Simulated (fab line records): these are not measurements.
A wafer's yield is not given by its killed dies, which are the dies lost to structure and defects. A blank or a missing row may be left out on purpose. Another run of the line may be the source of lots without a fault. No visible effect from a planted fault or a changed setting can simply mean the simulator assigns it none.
The tool behind it: which one? / flow gf180mcu / Sampling: 12 lots, 36 wafers, 6 of 602 route steps

WHAT EACH GAUGE READ, for each wafer
GF_CONTACT_BOW_MEAS_05. Usual: for CONTACT_BOW the level is 63 um and the standard deviation is 6.9.
lot=L865; measured=day 15 15:49; on=filmMetro-04; CONTACT_BOW (um)=68 57 70; flag=
lot=L869; measured=day 17 00:49; on=filmMetro-04; CONTACT_BOW (um)=60 49 48; flag=
lot=L870; measured=day 17 04:42; on=filmMetro-01; CONTACT_BOW (um)=61 63 68; flag=
lot=L873; measured=day 18 10:12; on=filmMetro-02; CONTACT_BOW (um)=54 48 60; flag=
lot=L875; measured=day 19 14:38; on=filmMetro-04; CONTACT_BOW (um)=65 61 78; flag=
lot=L877; measured=day 20 00:18; on=filmMetro-04; CONTACT_BOW (um)=55 52 58; flag=
lot=L881; measured=day 21 07:41; on=filmMetro-01; CONTACT_BOW (um)=67 70 65; flag=
lot=L882; measured=day 21 16:56; on=filmMetro-01; CONTACT_BOW (um)=59 69 51; flag=
lot=L884; measured=day 22 07:36; on=filmMetro-01; CONTACT_BOW (um)=73 63 61; flag=
lot=L885; measured=day 22 14:25; on=filmMetro-02; CONTACT_BOW (um)=73 58 58; flag=
lot=L886; measured=day 22 21:21; on=filmMetro-04; CONTACT_BOW (um)=62 57 69; flag=
lot=L888; measured=day 23 08:12; on=filmMetro-04; CONTACT_BOW (um)=59 59 66; flag=

GF_V1_THK_MEAS_01. Usual: for V1_CVD_00_THK the level is 600 nm and the standard deviation is 7.
lot=L865; measured=day 17 15:22; on=filmMetro-03; V1_CVD_00_THK (nm)=594 599 593; flag=
lot=L869; measured=day 19 03:26; on=filmMetro-03; V1_CVD_00_THK (nm)=1178 1194 1205; flag=OFF
lot=L870; measured=day 19 07:16; on=filmMetro-03; V1_CVD_00_THK (nm)=1189 1213 1196; flag=OFF
lot=L873; measured=day 20 13:16; on=filmMetro-01; V1_CVD_00_THK (nm)=592 598 593; flag=
lot=L875; measured=day 21 18:16; on=filmMetro-01; V1_CVD_00_THK (nm)=1215 1212 1213; flag=OFF
lot=L877; measured=day 22 03:52; on=filmMetro-01; V1_CVD_00_THK (nm)=594 605 613; flag=
lot=L881; measured=day 23 09:49; on=filmMetro-01; V1_CVD_00_THK (nm)=605 608 597; flag=
lot=L882; measured=day 24 02:32; on=filmMetro-03; V1_CVD_00_THK (nm)=594 590 598; flag=
lot=L884; measured=day 24 07:27; on=filmMetro-02; V1_CVD_00_THK (nm)=609 609 597; flag=
lot=L885; measured=day 24 12:03; on=filmMetro-01; V1_CVD_00_THK (nm)=596 601 609; flag=
lot=L886; measured=day 24 20:18; on=filmMetro-03; V1_CVD_00_THK (nm)=596 605 587; flag=
lot=L888; measured=day 25 06:38; on=filmMetro-03; V1_CVD_00_THK (nm)=609 596 590; flag=

GF_V1_BOW_MEAS_05. Usual: for V1_BOW the level is 80 um and the standard deviation is 7.6.
lot=L865; measured=day 17 15:52; on=filmMetro-03; V1_BOW (um)=83 75 88; flag=
lot=L869; measured=day 19 03:56; on=filmMetro-02; V1_BOW (um)=101 91 90; flag=
lot=L870; measured=day 19 08:07; on=filmMetro-01; V1_BOW (um)=113 117 121; flag=OFF
lot=L873; measured=day 20 13:45; on=filmMetro-01; V1_BOW (um)=74 68 81; flag=
lot=L875; measured=day 21 18:50; on=filmMetro-03; V1_BOW (um)=114 108 125; flag=OFF
lot=L877; measured=day 22 04:22; on=filmMetro-02; V1_BOW (um)=72 66 73; flag=
lot=L881; measured=day 23 10:20; on=filmMetro-03; V1_BOW (um)=75 77 74; flag=
lot=L882; measured=day 24 03:23; on=filmMetro-01; V1_BOW (um)=77 86 69; flag=
lot=L884; measured=day 24 07:57; on=filmMetro-02; V1_BOW (um)=91 81 79; flag=
lot=L885; measured=day 24 12:32; on=filmMetro-03; V1_BOW (um)=85 71 70; flag=
lot=L886; measured=day 24 20:49; on=filmMetro-01; V1_BOW (um)=81 75 87; flag=
lot=L888; measured=day 25 07:08; on=filmMetro-02; V1_BOW (um)=79 81 86; flag=

WHICH TOOL RAN EACH LOT (tool, then ch and the chambers of the sampled wafers, then the start)
lot=L865; GF_CONTACT_CVD_02=pecvd-03 ch 0,2, day 15 15:22; GF_M1_SPUTTER_01=pvdSputter-02, day 16 15:00; GF_V1_CVD_00=hdpcvd-01 ch 0,1, day 17 15:17
lot=L869; GF_CONTACT_CVD_02=pecvd-02 ch 0,1,2, day 17 00:22; GF_M1_SPUTTER_01=pvdSputter-01, day 18 01:54; GF_V1_CVD_00=hdpcvd-02 ch 0,1,2, day 19 03:07
lot=L870; GF_CONTACT_CVD_02=pecvd-01 ch 0,2, day 17 04:16; GF_M1_SPUTTER_01=pvdSputter-03, day 18 05:30; GF_V1_CVD_00=hdpcvd-01 ch 0,1,2, day 19 06:50
lot=L873; GF_CONTACT_CVD_02=pecvd-03 ch 0,1,2, day 18 09:46; GF_M1_SPUTTER_01=pvdSputter-01, day 19 11:47; GF_V1_CVD_00=hdpcvd-02 ch 0,1,2, day 20 13:11
lot=L875; GF_CONTACT_CVD_02=pecvd-03 ch 0,1,2, day 19 14:13; GF_M1_SPUTTER_01=pvdSputter-02, day 20 16:29; GF_V1_CVD_00=hdpcvd-02 ch 0,2, day 21 17:56
lot=L877; GF_CONTACT_CVD_02=pecvd-02 ch 1,2, day 19 23:52; GF_M1_SPUTTER_01=pvdSputter-01, day 21 02:17; GF_V1_CVD_00=hdpcvd-02 ch 0,1,2, day 22 03:48
lot=L881; GF_CONTACT_CVD_02=pecvd-03 ch 0,1, day 21 07:13; GF_M1_SPUTTER_01=pvdSputter-01, day 22 09:17; GF_V1_CVD_00=hdpcvd-02 ch 0,1,2, day 23 09:44
lot=L882; GF_CONTACT_CVD_02=pecvd-03 ch 0,1, day 21 16:28; GF_M1_SPUTTER_01=pvdSputter-01, day 22 18:08; GF_V1_CVD_00=hdpcvd-02 ch 0,1,2, day 24 02:26
lot=L884; GF_CONTACT_CVD_02=pecvd-01 ch 0,1,2, day 22 07:09; GF_M1_SPUTTER_01=pvdSputter-02, day 23 08:47; GF_V1_CVD_00=hdpcvd-02 ch 0,2, day 24 07:22
lot=L885; GF_CONTACT_CVD_02=pecvd-03 ch 0,1,2, day 22 13:59; GF_M1_SPUTTER_01=pvdSputter-01, day 23 14:31; GF_V1_CVD_00=hdpcvd-02 ch 1,2, day 24 11:59
lot=L886; GF_CONTACT_CVD_02=pecvd-03 ch 0,1,2, day 22 20:54; GF_M1_SPUTTER_01=pvdSputter-03, day 23 22:02; GF_V1_CVD_00=hdpcvd-02 ch 0,1,2, day 24 20:14
lot=L888; GF_CONTACT_CVD_02=pecvd-02 ch 0,1,2, day 23 07:46; GF_M1_SPUTTER_01=pvdSputter-02, day 24 07:17; GF_V1_CVD_00=hdpcvd-01 ch 0,1,2, day 25 06:34
- GF_CONTACT_CVD_02: deposits SiO2 from TEOS, target thk 860 nm, time 95.992 s.
- GF_M1_SPUTTER_01: material TiN, target thk 30 nm, time 25 s.
- GF_V1_CVD_00: deposits SiO2, target thk 600 nm, time 100 s.

WHAT THE TOOLS THEMSELVES READ (means of the sampled wafers that have a number; where no wafer has one, the mark that the record gives instead)
GF_CONTACT_CVD_02. Usual: heaterPowerOuterW 365 W, standard deviation 76; heaterPowerW 640 W, standard deviation 110.
lot=L865; tool=pecvd-03; heaterPowerOuterW (W)=376; heaterPowerW (W)=677; flag=
lot=L869; tool=pecvd-02; heaterPowerOuterW (W)=405; heaterPowerW (W)=715; flag=
lot=L870; tool=pecvd-01; heaterPowerOuterW (W)=350; heaterPowerW (W)=614; flag=
lot=L873; tool=pecvd-03; heaterPowerOuterW (W)=320; heaterPowerW (W)=568; flag=
lot=L875; tool=pecvd-03; heaterPowerOuterW (W)=354; heaterPowerW (W)=616; flag=
lot=L877; tool=pecvd-02; heaterPowerOuterW (W)=363; heaterPowerW (W)=641; flag=
lot=L881; tool=pecvd-03; heaterPowerOuterW (W)=339; heaterPowerW (W)=570; flag=
lot=L882; tool=pecvd-03; heaterPowerOuterW (W)=334; heaterPowerW (W)=594; flag=
lot=L884; tool=pecvd-01; heaterPowerOuterW (W)=367; heaterPowerW (W)=645; flag=
lot=L885; tool=pecvd-03; heaterPowerOuterW (W)=358; heaterPowerW (W)=621; flag=
lot=L886; tool=pecvd-03; heaterPowerOuterW (W)=288; heaterPowerW (W)=529; flag=
lot=L888; tool=pecvd-02; heaterPowerOuterW (W)=447; heaterPowerW (W)=751; flag=

GF_M1_SPUTTER_01. Usual: chamberPressurePa 0.4000 Pa, standard deviation 0.00096; throttleValvePct 29.9 %, standard deviation 0.84.
lot=L865; tool=pvdSputter-02; chamberPressurePa (Pa)=0.4007; throttleValvePct (%)=29.4; flag=
lot=L869; tool=pvdSputter-01; chamberPressurePa (Pa)=0.3997; throttleValvePct (%)=30.3; flag=
lot=L870; tool=pvdSputter-03; chamberPressurePa (Pa)=0.4003; throttleValvePct (%)=30.3; flag=
lot=L873; tool=pvdSputter-01; chamberPressurePa (Pa)=0.4001; throttleValvePct (%)=30.4; flag=
lot=L875; tool=pvdSputter-02; chamberPressurePa (Pa)=0.4000; throttleValvePct (%)=29.2; flag=
lot=L877; tool=pvdSputter-01; chamberPressurePa (Pa)=0.3995; throttleValvePct (%)=30.1; flag=
lot=L881; tool=pvdSputter-01; chamberPressurePa (Pa)=0.4007; throttleValvePct (%)=30.3; flag=
lot=L882; tool=pvdSputter-01; chamberPressurePa (Pa)=0.4006; throttleValvePct (%)=30.3; flag=
lot=L884; tool=pvdSputter-02; chamberPressurePa (Pa)=0.4002; throttleValvePct (%)=29.1; flag=
lot=L885; tool=pvdSputter-01; chamberPressurePa (Pa)=0.3998; throttleValvePct (%)=30.3; flag=
lot=L886; tool=pvdSputter-03; chamberPressurePa (Pa)=0.3992; throttleValvePct (%)=30.5; flag=
lot=L888; tool=pvdSputter-02; chamberPressurePa (Pa)=0.4006; throttleValvePct (%)=29.3; flag=

THE ANSWER, worked out from the rows above alone
Rule: a lot counts as off when the mean over its wafers that have a number is more than 3 standard deviations away from the usual mean. A lot without any number at a reading at which 4 lots or more have one is off too. Where the step has rows for the other lots, those lots are counted as sound. First the gauges in route order, then the tools' own readings, where a lot's mean is used as printed above. The first step at which some lot is off is used, and at that step the reading that is off furthest; a lot without a number counts as furthest.
Off: L869, L870, L875, at GF_V1_THK_MEAS_01 (V1_CVD_00_THK).
A tool fits if, at a process step before that reading, it ran every lot that is off, and no sound lot after the first of them. Those tools and the gauges at GF_V1_THK_MEAS_01 are tried in the same way. None of those tried fits.

WHAT THE SIMULATOR HAD INSERTED
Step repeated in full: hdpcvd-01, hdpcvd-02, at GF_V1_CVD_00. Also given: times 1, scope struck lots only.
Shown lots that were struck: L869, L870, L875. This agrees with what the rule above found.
